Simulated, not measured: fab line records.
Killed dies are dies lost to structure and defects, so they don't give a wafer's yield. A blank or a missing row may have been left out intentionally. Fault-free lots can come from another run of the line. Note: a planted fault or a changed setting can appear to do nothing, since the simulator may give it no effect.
Matching of chambers :: flow sky130 :: SKY_LI_CONTACT_HDPCVD_00 on hdpcvd-02 has 3 sister chambers
The step deposits PSG, target thk 930 nm, time 155 s. 3 wafers are shown with their chamber, then 7 later ones without.

## WAFERS PAIRED WITH THEIR CHAMBERS
wafer: L478.1
chamber: 2
run-length-s (s): 182.5

wafer: L477.2
chamber: 1
run-length-s (s): 182.2

wafer: L477.3
chamber: 0
run-length-s (s): 183.0

## WAFERS WITH NO CHAMBER GIVEN
wafer: L477.4
run-length-s (s): 182.7

wafer: L481.4
run-length-s (s): 182.9

wafer: L481.5
run-length-s (s): 181.8

wafer: L481.6
run-length-s (s): 182.3

wafer: L485.3
run-length-s (s): 182.2

wafer: L485.4
run-length-s (s): 182.4

wafer: L485.6
run-length-s (s): 183.0

## EACH ONE'S CHAMBER
wafer: L477.4
from the rows above: can't be placed: 2 or 0 or 1
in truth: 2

wafer: L481.4
from the rows above: can't be placed: 0 or 2
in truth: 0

wafer: L481.5
from the rows above: can't be placed: 1 or 2
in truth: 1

wafer: L481.6
from the rows above: can't be placed: 1 or 2
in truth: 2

wafer: L485.3
from the rows above: can't be placed: 1 or 2
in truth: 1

wafer: L485.4
from the rows above: can't be placed: 2 or 1
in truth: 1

wafer: L485.6
from the rows above: 0
in truth: 0
Correctly placed: 1 of 7. Not placeable from these rows: 6 (in 6, the candidates include the true chamber). 0 placed wrongly.
How it was worked out, from the rows above alone: a wafer's distance from a chamber is the root of the sum, over the readings, of the square of ((its reading less the chamber's mean) divided by the reading's scatter). The wafer belongs to the nearest chamber; if the next one is less than 2 further off, it can't be placed. A chamber's mean is the mean of its shown wafers. The scatter: with one shown wafer a chamber, the root of the mean of the squares of how far each hidden wafer lies from its nearest shown one.
